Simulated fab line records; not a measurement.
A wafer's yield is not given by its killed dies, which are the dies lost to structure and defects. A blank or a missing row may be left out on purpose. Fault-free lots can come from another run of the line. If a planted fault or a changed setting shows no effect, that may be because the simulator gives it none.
The tool behind it: which one? ; flow sky130 ; 15 lots, 45 wafers sampled, at 6 steps of a route of 708

## WHAT THE GAUGES READ, wafer by wafer
SKY_VT_ADJUST_NCORE_OVL_MEAS_08. Usual: for VT_ADJUST_NCORE_OVL the level is 0.3 nm and the standard deviation is 1.3.
lot;measured;on;VT_ADJUST_NCORE_OVL (nm);flag
L207;day 8 07:11;overlay-02;0.4 0.9 1.9;
L208;day 8 17:08;overlay-01;-2.4 0.0 -0.9;
L211;day 9 16:43;overlay-02;1.1 2.2 1.8;
L212;day 9 23:08;overlay-01;-0.3 -2.2 -0.5;
L213;day 10 03:38;overlay-01;1.9 1.7 -0.4;
L214;day 10 07:40;overlay-01;-1.3 0.8 1.7;
L217;day 11 05:49;overlay-02;0.3 -0.7 -0.4;
L220;day 12 02:44;overlay-02;0.9 0.5 0.1;
L221;day 12 09:50;overlay-01;1.0 1.7 1.9;
L222;day 12 20:13;overlay-02;0.2 0.2 -1.2;
L223;day 13 22:38;overlay-01;0.4 0.3 1.7;
L226;day 14 13:44;overlay-01;1.9 2.1 2.7;
L228;day 15 02:26;overlay-01;-0.2 -1.0 0.9;
L227;day 15 02:43;overlay-01;-1.3 1.4 2.9;
L229;day 15 06:08;overlay-01;0.0 -0.2 -1.0;

SKY_VT_ADJUST_PCH_OVL_MEAS_07. Usual: for VT_ADJUST_PCH_OVL the level is 0.0 nm and the standard deviation is 1.3.
lot;measured;on;VT_ADJUST_PCH_OVL (nm);flag
L207;day 10 01:19;overlay-02;-0.8 0.8 2.0;
L208;day 10 11:40;overlay-01;-0.2 -0.4 -0.6;
L211;day 11 12:59;overlay-01;-1.9 -0.2 -0.1;
L212;day 11 20:37;overlay-01;1.4 3.4 1.5;
L213;day 12 02:28;overlay-01;0.0 1.2 0.6;
L214;day 12 07:17;overlay-02;-0.5 -2.1 -0.7;
L217;day 13 07:07;overlay-02;-0.4 -0.8 -1.5;
L220;day 14 05:50;overlay-02;- - -;OFF
L221;day 14 13:45;overlay-02;- - -;OFF
L222;day 15 00:11;overlay-01;- - -;OFF
L223;day 16 05:19;overlay-02;3.1 0.7 1.8;
L226;day 16 21:29;overlay-01;1.6 -0.7 0.2;
L228;day 17 10:13;overlay-01;-1.2 0.8 -0.5;
L227;day 17 11:04;overlay-01;0.9 2.9 -0.3;
L229;day 17 14:22;overlay-02;-0.6 0.1 -2.4;

SKY_SONOS_TUNNEL_CD_MEAS_07: target cd 410 nm. Usual: 409.4 nm for cd-nm, sd 2.
lot;measured;on;cd-nm (nm);flag
L207;day 10 23:56;cd-sem-01;408.6 412.2 411.3;
L208;day 11 10:37;cd-sem-01;409.9 409.9 409.8;
L211;day 12 12:57;cd-sem-02;413.9 410.7 412.2;
L212;day 12 21:09;cd-sem-02;410.1 409.4 409.6;
L213;day 13 03:15;cd-sem-02;407.0 409.7 406.7;
L214;day 13 07:57;cd-sem-02;407.9 409.3 408.1;
L217;day 14 09:10;cd-sem-02;406.8 406.2 404.2;
L220;day 15 09:14;cd-sem-02;410.9 410.2 409.8;
L221;day 15 16:59;cd-sem-01;408.6 406.8 410.3;
L222;day 16 03:28;cd-sem-01;408.7 409.1 410.0;
L223;day 17 09:50;cd-sem-02;408.2 407.2 408.1;
L226;day 18 02:44;cd-sem-01;408.0 410.2 411.2;
L228;day 18 15:49;cd-sem-01;411.3 413.2 410.6;
L227;day 18 16:41;cd-sem-02;409.3 408.2 408.0;
L229;day 18 19:57;cd-sem-01;407.3 408.4 410.7;

SKY_SONOS_TUNNEL_OVL_MEAS_08. Usual: for SONOS_TUNNEL_OVL the level is -0.5 nm and the standard deviation is 1.5.
lot;measured;on;SONOS_TUNNEL_OVL (nm);flag
L207;day 11 00:04;overlay-02;-1.1 -1.1 -0.6;
L208;day 11 10:44;overlay-02;0.6 -0.5 1.9;
L211;day 12 13:04;overlay-01;-0.1 -0.3 0.0;
L212;day 12 21:16;overlay-01;-0.7 -0.5 -1.7;
L213;day 13 03:22;overlay-01;0.9 1.2 1.9;
L214;day 13 08:04;overlay-01;-1.3 -2.5 -0.5;
L217;day 14 09:16;overlay-02;0.3 0.0 -0.6;
L220;day 15 09:19;overlay-01;-0.8 -1.2 -0.9;
L221;day 15 17:05;overlay-01;-1.0 -1.2 -3.4;
L222;day 16 03:35;overlay-01;2.0 0.6 2.3;
L223;day 17 09:58;overlay-01;-0.9 0.2 -1.3;
L226;day 18 02:49;overlay-01;-0.6 1.1 -0.8;
L228;day 18 15:55;overlay-01;-1.5 -0.8 -0.9;
L227;day 18 16:49;overlay-02;-0.7 -2.2 -3.2;
L229;day 18 20:04;overlay-02;-0.5 -0.7 -1.3;

SKY_SONOS_TUNNEL_TW_MEAS_12. Usual: for SONOS_TUNNEL_TW the level is 197.6 and the standard deviation is 1.3.
lot;measured;on;SONOS_TUNNEL_TW;flag
L207;day 11 00:31;film-metro-01;196.8 196.0 197.8;
L208;day 11 11:11;film-metro-01;196.4 195.9 195.6;
L211;day 12 13:31;film-metro-01;196.5 195.1 197.9;
L212;day 12 21:44;film-metro-01;196.4 195.6 195.5;
L213;day 13 03:51;film-metro-04;198.2 199.6 199.2;
L214;day 13 08:31;film-metro-04;198.4 197.6 198.9;
L217;day 14 09:43;film-metro-01;197.2 196.5 196.5;
L220;day 15 09:57;film-metro-04;213.8 215.1 214.0 213.5 214.8 213.9;OFF
L221;day 15 17:32;film-metro-04;214.7 215.2 213.9 214.4 213.7 214.4;OFF
L222;day 16 04:03;film-metro-04;212.2 212.6 213.4 212.7 213.4 214.0;OFF
L223;day 17 10:26;film-metro-01;196.4 196.0 196.1;
L226;day 18 03:18;film-metro-04;197.7 198.3 198.0;
L228;day 18 16:22;film-metro-02;198.6 197.2 197.9;
L227;day 18 17:16;film-metro-04;199.0 198.0 198.9;
L229;day 18 20:31;film-metro-01;196.6 195.2 196.2;

## WHAT TOOL EACH LOT RAN ON (gives the tool, then ch and the chambers of the sampled wafers, and finally the start)
lot;SKY_VT_ADJUST_PCH_COAT_02
L207;litho-track-03 ch 0, day 9 14:11
L208;litho-track-03 ch 0, day 10 00:56
L211;litho-track-03 ch 0, day 11 01:26
L212;litho-track-01 ch 0, day 11 07:31
L213;litho-track-02 ch 0, day 11 13:49
L214;litho-track-02 ch 0, day 11 18:40
L217;litho-track-03 ch 0, day 12 18:22
L220;litho-track-01, day 13 15:58
L221;litho-track-01, day 13 23:38
L222;litho-track-01, day 14 11:01
L223;litho-track-01 ch 0, day 15 15:16
L226;litho-track-02 ch 0, day 16 06:37
L228;litho-track-03 ch 0, day 16 20:34
L227;litho-track-01 ch 0, day 16 20:46
L229;litho-track-01 ch 0, day 17 00:01
- SKY_VT_ADJUST_PCH_COAT_02: resist thk 3000 nm.

## AS READ BY THE TOOLS THEMSELVES (means over the sampled wafers that have a number; for cases with no such wafer, the mark the record gives instead)
SKY_VT_ADJUST_PCH_COAT_02. Usual: chill-plate-temp-C 22.98 C, standard deviation 0.1; dispense-pressure-kPa 51 kPa, standard deviation 3.3; resist-line-temp-C 23.03 C, standard deviation 0.11.
lot;tool;chill-plate-temp-C (C);dispense-pressure-kPa (kPa);resist-line-temp-C (C);flag
L207;litho-track-03;23.11;48;23.17;
L208;litho-track-03;22.99;48;23.07;
L211;litho-track-03;23.08;48;23.00;
L212;litho-track-01;23.19;55;22.92;
L213;litho-track-02;23.00;51;23.03;
L214;litho-track-02;23.04;51;22.86;
L217;litho-track-03;23.04;48;22.93;
L220;litho-track-01;-;-;-;OFF
L221;litho-track-01;-;-;-;OFF
L222;litho-track-01;-;-;-;OFF
L223;litho-track-01;22.95;55;23.14;
L226;litho-track-02;22.95;51;23.03;
L228;litho-track-03;22.94;48;23.00;
L227;litho-track-01;22.94;55;23.04;
L229;litho-track-01;22.97;55;23.02;

## THE ANSWER, worked out from the rows above alone
Rule: a lot counts as off when the mean over its wafers that have a number is more than 3 standard deviations away from the usual mean. Also off: a lot with no number at a reading for which 4 or more lots have one. All remaining lots with rows at the step are treated as sound. First the gauges in route order, then the tools' own readings, where a lot's mean is used as printed above. At the first step where some lot is off, the reading lying furthest off is the one used; lots without a number count as furthest.
Off: at SKY_VT_ADJUST_PCH_OVL_MEAS_07 (VT_ADJUST_PCH_OVL), L220, L221, L222. Without a number there: L220, L221, L222.
If a tool, at a process step before that reading, ran all the lots that are off and no sound lot after the first of them, it fits. The gauges at SKY_VT_ADJUST_PCH_OVL_MEAS_07 aren't tried: what is off there is off at SKY_SONOS_TUNNEL_TW_MEAS_12 too, on other tools, and a gauge's error can't cause that. No candidate that was tried fits.

## WHAT THE SIMULATOR HAD INSERTED
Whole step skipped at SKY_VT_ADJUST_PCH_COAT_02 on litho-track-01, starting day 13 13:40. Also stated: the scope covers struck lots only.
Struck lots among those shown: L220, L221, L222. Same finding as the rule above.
